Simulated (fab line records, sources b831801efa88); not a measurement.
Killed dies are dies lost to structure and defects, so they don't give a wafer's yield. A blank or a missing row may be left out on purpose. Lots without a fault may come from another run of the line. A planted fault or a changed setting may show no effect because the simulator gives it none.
Problem report in the 8D (eight disciplines) form, filled by code | flow gf180mcu | the parts of the form that need people (team, actions taken, sign-off) are left out

1. THE PROBLEM
V1_CVD_02_THK at GF_V1_THK_MEAS_03 reads a mean of 929 nm on 6 wafers of 2 lots; wafers without a fault read 847 nm with a standard deviation of 14. That is +5.8 standard deviations from the usual mean.
First seen on wafer L601.1, day 22 22:09, on film_metro-04. The record holds 33 wafers of 11 lots with a number at this step. Rule for "out", or "out of limits": more than 4 standard deviations from the usual mean. The other wafers with a number count as sound.

2. WHAT IT IS AND WHAT IT IS NOT
question                    | is                     | is not
which readings at this step | V1_CVD_02_THK          | -
which lots                  | L601, L604             | L587, L588, L590, L591, L592, L593, L594, L609, L610
which wafers of those lots  | all that have a number | -
read on which gauges        | film_metro-04          | film_metro-01, film_metro-03
when                        | from day 22 22:09      | up to then (21 sound wafers); but 6 sound wafers of L609, L610 came after

3. SUSPECTS, AND WHAT RULES EACH OUT
Counting: a tool at a process step up to the reading stays a suspect if it ran every lot that is out and no sound lot after the first of them.
- the gauge at GF_V1_THK_MEAS_03: ruled out. All the wafers that are out were read on film_metro-04, but those of them that GF_V1_CVD_02 has rows for are out there too, on other tools.
- pecvd-04 at GF_V1_CVD_02 (deposits SiO2 from TEOS, target thk 850 nm, time 94.851 s): kept. It ran every lot that is out, first L601 (day 22 22:05), and no sound lot after that; its last sound lot up to then is L594 (day 19 23:32). Its own readings are out on those wafers: rf_fwd_power_W.
Left after counting: pecvd-04 at GF_V1_CVD_02.

4. THE CAUSE (what the simulator had put in)
Process parameter drift: pecvd-04, from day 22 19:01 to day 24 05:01, at GF_V1_CVD_02. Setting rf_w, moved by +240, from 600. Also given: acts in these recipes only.
Counting left only this tool.

5. THE CHAIN OF EFFECTS, in route order
Each row: a reading whose mean over the struck wafers that have a number lies more than 3 standard deviations from the usual. Only readings for which the record gives a usual standard deviation are gone through. hours: the time from each lot's start at the first step in this table that gives one to its start at this step, as a median over the lots. sigmas: the change in usual standard deviations.
hours | step              | reading            | usual   | on struck wafers | change | sigmas
0     | GF_V1_CVD_02      | rf_fwd_power_W     | 596.3 W | 835.2            | +238.9 | +99 or more
0     | GF_V1_THK_MEAS_03 | V1_CVD_02_THK      | 847 nm  | 929              | +82    | +5.8
0     | GF_V1_CMP_04      | time_to_endpoint_s | 79 s    | 107              | +28    | +3.7
The process steps in it:
- GF_V1_CVD_02: deposits SiO2 from TEOS, target thk 850 nm, time 94.851 s.
- GF_V1_CMP_04: polishes SiO2.

6. WHAT WOULD HAVE CAUGHT IT SOONER
In this record the first reading out of limits at a measuring or inspecting step was taken at day 22 22:09, 3 hours after the fault began at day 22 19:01.
The tool's own readings at GF_V1_CVD_02 were out on every struck wafer that the step has a row for (rf_fwd_power_W): an alarm limit on them would have fired on the first of those.
Of the lots that are out (2), L604 began GF_V1_CVD_02 on pecvd-04 after day 22 22:09. A hold on the tool at that time would have spared it.
